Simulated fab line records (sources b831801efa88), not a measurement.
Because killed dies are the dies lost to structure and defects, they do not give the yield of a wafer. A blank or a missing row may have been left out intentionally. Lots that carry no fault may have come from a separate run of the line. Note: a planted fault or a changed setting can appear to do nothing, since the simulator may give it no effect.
The tool behind it: which one? | flow gf180mcu | 24 lots with 72 wafers sampled at 6 steps, on a route of 602 steps

WHAT THE GAUGES SHOWED, per wafer
GF_V2_THK_MEAS_25: measures by xrf.
lot  | measured     | on           | V2_W_THK (nm)
L074 | day 20 14:04 | filmMetro-02 | 358 357 352
L075 | day 20 17:33 | filmMetro-02 | 349 348 349
L076 | day 21 06:21 | filmMetro-01 | 353 357 353
L077 | day 21 11:54 | filmMetro-01 | 349 353 348
L078 | day 21 19:04 | filmMetro-03 | 342 344 346
L079 | day 22 05:33 | filmMetro-02 | 345 350 348
L080 | day 22 15:25 | filmMetro-02 | 349 350 348
L081 | day 23 03:58 | filmMetro-03 | 346 346 344
L082 | day 23 15:44 | filmMetro-01 | 355 358 357
L083 | day 23 18:49 | filmMetro-02 | 352 352 353
L084 | day 24 02:14 | filmMetro-01 | 353 355 353
L085 | day 24 13:07 | filmMetro-01 | 350 353 354
L086 | day 24 21:49 | filmMetro-03 | 353 359 350
L087 | day 25 01:16 | filmMetro-02 | 348 347 351
L088 | day 25 13:20 | filmMetro-01 | 358 354 357
L089 | day 25 19:28 | filmMetro-02 | 349 347 349
L090 | day 26 05:36 | filmMetro-03 | 352 353 349
L091 | day 26 08:28 | filmMetro-03 | 353 350 352
L092 | day 26 15:58 | filmMetro-02 | 348 349 345
L093 | day 26 19:41 | filmMetro-02 | 350 349 350
L094 | day 27 04:48 | filmMetro-02 | 352 351 349
L095 | day 27 11:22 | filmMetro-02 | 354 350 351
L096 | day 27 20:15 | filmMetro-03 | 349 348 350
L097 | day 27 23:29 | filmMetro-01 | 353 352 354

GF_M3_RS_MEAS_05: measurement is done with a four-point probe.
lot  | measured     | on           | M3_ALCU_RS (ohm/sq)
L074 | day 20 14:40 | filmMetro-04 | 0.0700 0.0703 0.0688
L075 | day 20 18:08 | filmMetro-03 | 0.0697 0.0704 0.0698
L076 | day 21 06:56 | filmMetro-01 | 0.0708 0.0699 0.0695
L077 | day 21 12:29 | filmMetro-03 | 0.0694 0.0697 0.0700
L078 | day 21 19:39 | filmMetro-01 | 0.0692 0.0697 0.0687
L079 | day 22 06:08 | filmMetro-01 | 0.0692 0.0693 0.0687
L080 | day 22 16:00 | filmMetro-04 | 0.0689 0.0688 0.0686
L081 | day 23 04:33 | filmMetro-03 | 0.0700 0.0697 0.0695
L082 | day 23 16:25 | filmMetro-03 | 0.0701 0.0704 0.0695
L083 | day 23 19:25 | filmMetro-04 | 0.0690 0.0691 0.0692
L084 | day 24 02:51 | filmMetro-03 | 0.0698 0.0692 0.0703
L085 | day 24 13:42 | filmMetro-03 | 0.0696 0.0700 0.0697
L086 | day 24 22:25 | filmMetro-04 | 0.0689 0.0690 0.0683
L087 | day 25 01:51 | filmMetro-01 | 0.0701 0.0693 0.0700
L088 | day 25 13:56 | filmMetro-01 | 0.0688 0.0689 0.0691
L089 | day 25 20:04 | filmMetro-04 | 0.0695 0.0696 0.0692
L090 | day 26 06:11 | filmMetro-04 | 0.0692 0.0694 0.0693
L091 | day 26 09:04 | filmMetro-01 | 0.0690 0.0690 0.0692
L092 | day 26 16:34 | filmMetro-04 | 0.0689 0.0687 0.0692
L093 | day 26 20:16 | filmMetro-01 | 0.0695 0.0696 0.0686
L094 | day 27 05:23 | filmMetro-04 | 0.0689 0.0689 0.0687
L095 | day 27 11:56 | filmMetro-03 | 0.0703 0.0697 0.0705
L096 | day 27 20:50 | filmMetro-04 | 0.0696 0.0701 0.0691
L097 | day 28 00:04 | filmMetro-04 | 0.0692 0.0692 0.0695

GF_M3_THK_MEAS_06: measures by xrf.
lot  | measured     | on           | M3_ALCU_THK (nm)
L074 | day 20 14:46 | filmMetro-04 | 448 446 456
L075 | day 20 18:15 | filmMetro-03 | 450 446 446
L076 | day 21 07:03 | filmMetro-01 | 438 443 448
L077 | day 21 12:36 | filmMetro-03 | 449 452 448
L078 | day 21 19:46 | filmMetro-01 | 447 446 451
L079 | day 22 06:16 | filmMetro-01 | 448 450 448
L080 | day 22 16:07 | filmMetro-04 | 455 456 455
L081 | day 23 04:40 | filmMetro-03 | 447 449 448
L082 | day 23 16:32 | filmMetro-03 | 445 444 451
L083 | day 23 19:31 | filmMetro-04 | 451 451 448
L084 | day 24 02:56 | filmMetro-03 | 450 453 447
L085 | day 24 13:49 | filmMetro-03 | 452 451 449
L086 | day 24 22:32 | filmMetro-04 | 452 454 457
L087 | day 25 01:58 | filmMetro-01 | 445 447 445
L088 | day 25 14:02 | filmMetro-01 | 454 454 449
L089 | day 25 20:10 | filmMetro-04 | 449 449 450
L090 | day 26 06:18 | filmMetro-04 | 454 451 456
L091 | day 26 09:10 | filmMetro-01 | 451 449 448
L092 | day 26 16:40 | filmMetro-04 | 456 459 453
L093 | day 26 20:23 | filmMetro-01 | 447 446 453
L094 | day 27 05:30 | filmMetro-04 | 455 454 457
L095 | day 27 12:04 | filmMetro-03 | 443 447 444
L096 | day 27 20:57 | filmMetro-04 | 448 449 453
L097 | day 28 00:11 | filmMetro-04 | 451 452 450

TOOL THAT RAN EACH LOT (tool first, then ch and the chambers of the sampled wafers, then the start)
lot  | GF_V1_ETCH_16                     | GF_V2_CVD_23                 | GF_M3_SPUTTER_00
L074 | rieDiel-03 ch 1,2, day 18 09:19   | cvdW-02 ch 0,1, day 20 13:52 | pvdSputter-02, day 20 14:25
L075 | rieDiel-04 ch 0,2, day 18 13:04   | cvdW-01 ch 0,1, day 20 17:19 | pvdSputter-03, day 20 17:55
L076 | rieDiel-01 ch 0,1,3, day 19 01:55 | cvdW-01 ch 0,1, day 21 06:07 | pvdSputter-02, day 21 06:43
L077 | rieDiel-04 ch 0,2,3, day 19 06:52 | cvdW-02 ch 0, day 21 11:40   | pvdSputter-01, day 21 12:16
L078 | rieDiel-01 ch 1,3, day 19 15:08   | cvdW-02 ch 0,1, day 21 18:49 | pvdSputter-03, day 21 19:25
L079 | rieDiel-01 ch 0,1,3, day 20 01:25 | cvdW-02 ch 0,1, day 22 05:19 | pvdSputter-02, day 22 05:55
L080 | rieDiel-01 ch 1,2, day 20 10:44   | cvdW-01 ch 0,1, day 22 15:10 | pvdSputter-02, day 22 15:46
L081 | rieDiel-03 ch 1,3, day 21 00:55   | cvdW-01 ch 0,1, day 23 03:43 | pvdSputter-02, day 23 04:19
L082 | rieDiel-03 ch 1,2,3, day 21 12:23 | cvdW-02 ch 0,1, day 23 15:30 | pvdSputter-01, day 23 16:10
L083 | rieDiel-04 ch 0,3, day 21 17:41   | cvdW-01 ch 0,1, day 23 18:34 | pvdSputter-02, day 23 19:10
L084 | rieDiel-01 ch 0,3, day 21 23:49   | cvdW-01 ch 0,1, day 24 02:01 | pvdSputter-02, day 24 02:34
L085 | rieDiel-03 ch 0,1,3, day 22 11:04 | cvdW-02 ch 0, day 24 12:46   | pvdSputter-02, day 24 13:29
L086 | rieDiel-04 ch 0,1,2, day 22 19:56 | cvdW-01 ch 0,1, day 24 21:35 | pvdSputter-02, day 24 22:12
L087 | rieDiel-01 ch 0,2, day 23 00:17   | cvdW-01 ch 0,1, day 25 01:02 | pvdSputter-03, day 25 01:38
L088 | rieDiel-03 ch 1,2,3, day 23 13:35 | cvdW-02 ch 0,1, day 25 13:07 | pvdSputter-02, day 25 13:43
L089 | rieDiel-01 ch 0,2, day 23 20:31   | cvdW-02 ch 0,1, day 25 19:15 | pvdSputter-02, day 25 19:49
L090 | rieDiel-03 ch 1,2, day 24 06:11   | cvdW-01 ch 1, day 26 05:22   | pvdSputter-01, day 26 05:57
L091 | rieDiel-03 ch 0,2,3, day 24 10:14 | cvdW-01 ch 0,1, day 26 08:15 | pvdSputter-03, day 26 08:48
L092 | rieDiel-01 ch 0,1, day 24 16:37   | cvdW-01 ch 0,1, day 26 15:45 | pvdSputter-01, day 26 16:18
L093 | rieDiel-01 ch 0,3, day 24 21:39   | cvdW-02 ch 0,1, day 26 19:27 | pvdSputter-02, day 26 20:02
L094 | rieDiel-04 ch 0,2,3, day 25 07:18 | cvdW-02 ch 0,1, day 27 04:34 | pvdSputter-02, day 27 05:10
L095 | rieDiel-04 ch 0,1,3, day 25 12:46 | cvdW-02 ch 1, day 27 11:08   | pvdSputter-01, day 27 11:43
L096 | rieDiel-03 ch 1,2, day 25 22:07   | cvdW-01 ch 0,1, day 27 20:01 | pvdSputter-02, day 27 20:36
L097 | rieDiel-01 ch 0,2,3, day 26 02:52 | cvdW-02 ch 0,1, day 27 23:16 | pvdSputter-01, day 27 23:51
- GF_V1_ETCH_16: etches BARC in N2/H2.
- GF_V2_CVD_23: deposits W, target thk 350 nm, time 104.94 s.
- GF_M3_SPUTTER_00: material Ti, target thk 37.5 nm, time 150 s.

AS READ BY THE TOOLS THEMSELVES (means over the sampled wafers that have a number; for cases with no such wafer, the mark the record gives instead)
GF_V1_ETCH_16.
lot  | tool       | chamberPressureMTorr (mTorr) | drypumpMotorCurrentA (A) | oesProductAu (a.u.) | rfFwdPowerW (W) | throttleValvePct (%)
L074 | rieDiel-03 | 29.988                       | 5.4                      | 0.861               | 497.0           | 13.218
L075 | rieDiel-04 | 30.010                       | 6.3                      | 0.854               | 495.5           | 13.220
L076 | rieDiel-01 | 29.989                       | 5.7                      | 0.849               | 495.0           | 13.226
L077 | rieDiel-04 | 30.012                       | 5.9                      | 0.862               | 494.8           | 13.220
L078 | rieDiel-01 | 29.990                       | 5.6                      | 0.855               | 492.3           | 13.229
L079 | rieDiel-01 | 29.972                       | 5.7                      | 0.855               | 495.1           | 13.223
L080 | rieDiel-01 | 30.014                       | 5.6                      | 0.858               | 494.6           | 13.229
L081 | rieDiel-03 | 29.998                       | 5.4                      | 0.854               | 495.3           | 13.221
L082 | rieDiel-03 | 29.997                       | 5.5                      | 0.857               | 494.5           | 13.221
L083 | rieDiel-04 | 30.007                       | 5.5                      | 0.855               | 494.1           | 13.222
L084 | rieDiel-01 | 30.003                       | 5.8                      | 0.853               | 496.2           | 13.228
L085 | rieDiel-03 | 29.999                       | 5.9                      | 0.855               | 497.4           | 13.230
L086 | rieDiel-04 | 29.995                       | 6.0                      | 0.851               | 494.0           | 13.229
L087 | rieDiel-01 | 29.981                       | 5.7                      | 0.852               | 495.7           | 13.227
L088 | rieDiel-03 | 30.014                       | 5.5                      | 0.851               | 495.4           | 13.223
L089 | rieDiel-01 | 30.015                       | 5.8                      | 0.855               | 496.6           | 13.220
L090 | rieDiel-03 | 29.986                       | 5.4                      | 0.852               | 495.1           | 13.230
L091 | rieDiel-03 | 29.986                       | 6.0                      | 0.857               | 494.5           | 13.224
L092 | rieDiel-01 | 30.002                       | 5.8                      | 0.855               | 497.1           | 13.221
L093 | rieDiel-01 | 29.986                       | 5.6                      | 0.855               | 493.4           | 13.222
L094 | rieDiel-04 | 30.004                       | 5.9                      | 0.857               | 494.4           | 13.223
L095 | rieDiel-04 | 29.992                       | 5.5                      | 0.854               | 494.1           | 13.225
L096 | rieDiel-03 | 30.022                       | 5.4                      | 0.851               | 495.0           | 13.224
L097 | rieDiel-01 | 30.007                       | 5.7                      | 0.855               | 493.9           | 13.231

GF_V2_CVD_23.
lot  | tool    | heaterPowerW (W)
L074 | cvdW-02 | 951
L075 | cvdW-01 | 831
L076 | cvdW-01 | 834
L077 | cvdW-02 | 724
L078 | cvdW-02 | 839
L079 | cvdW-02 | 826
L080 | cvdW-01 | 822
L081 | cvdW-01 | 893
L082 | cvdW-02 | 950
L083 | cvdW-01 | 883
L084 | cvdW-01 | 822
L085 | cvdW-02 | 721
L086 | cvdW-01 | 836
L087 | cvdW-01 | 898
L088 | cvdW-02 | 830
L089 | cvdW-02 | 963
L090 | cvdW-01 | 779
L091 | cvdW-01 | 888
L092 | cvdW-01 | 830
L093 | cvdW-02 | 960
L094 | cvdW-02 | 831
L095 | cvdW-02 | 1063
L096 | cvdW-01 | 849
L097 | cvdW-02 | 846

GF_M3_SPUTTER_00.
lot  | tool          | throttleValvePct (%)
L074 | pvdSputter-02 | 29.7
L075 | pvdSputter-03 | 29.2
L076 | pvdSputter-02 | 30.3
L077 | pvdSputter-01 | 31.3
L078 | pvdSputter-03 | 29.4
L079 | pvdSputter-02 | 30.2
L080 | pvdSputter-02 | 29.6
L081 | pvdSputter-02 | 29.5
L082 | pvdSputter-01 | 30.6
L083 | pvdSputter-02 | 30.3
L084 | pvdSputter-02 | 30.2
L085 | pvdSputter-02 | 29.5
L086 | pvdSputter-02 | 30.0
L087 | pvdSputter-03 | 30.1
L088 | pvdSputter-02 | 30.1
L089 | pvdSputter-02 | 30.3
L090 | pvdSputter-01 | 29.9
L091 | pvdSputter-03 | 29.6
L092 | pvdSputter-01 | 31.2
L093 | pvdSputter-02 | 30.1
L094 | pvdSputter-02 | 30.4
L095 | pvdSputter-01 | 31.4
L096 | pvdSputter-02 | 30.5
L097 | pvdSputter-01 | 30.3

THE ANSWER, worked out from the rows above alone
Rule: what is usual is taken from the lots themselves. Put in order of their means at a reading, lots are off if they are a third of the lots or fewer, leave a main group of 4 or more, and stand apart from it by a gap of 3 or more times the standard deviation of the main group's means; of several such gaps the widest counts. A main group is skipped when, at the precision printed for the reading in the tables above, its means are all equal. A lot without any number at a reading at which 4 lots or more have one is off too. The other lots that the step has rows for count as sound. The gauges are gone through in route order, then the tools' own readings, and for those a lot's mean is taken as printed above. At the first step where some lot is off, the reading lying furthest off is the one used; lots without a number count as furthest.
Across all readings shown, no lot is off: no conclusion can be drawn from this.

WHAT HAD BEEN PUT IN BY THE SIMULATOR
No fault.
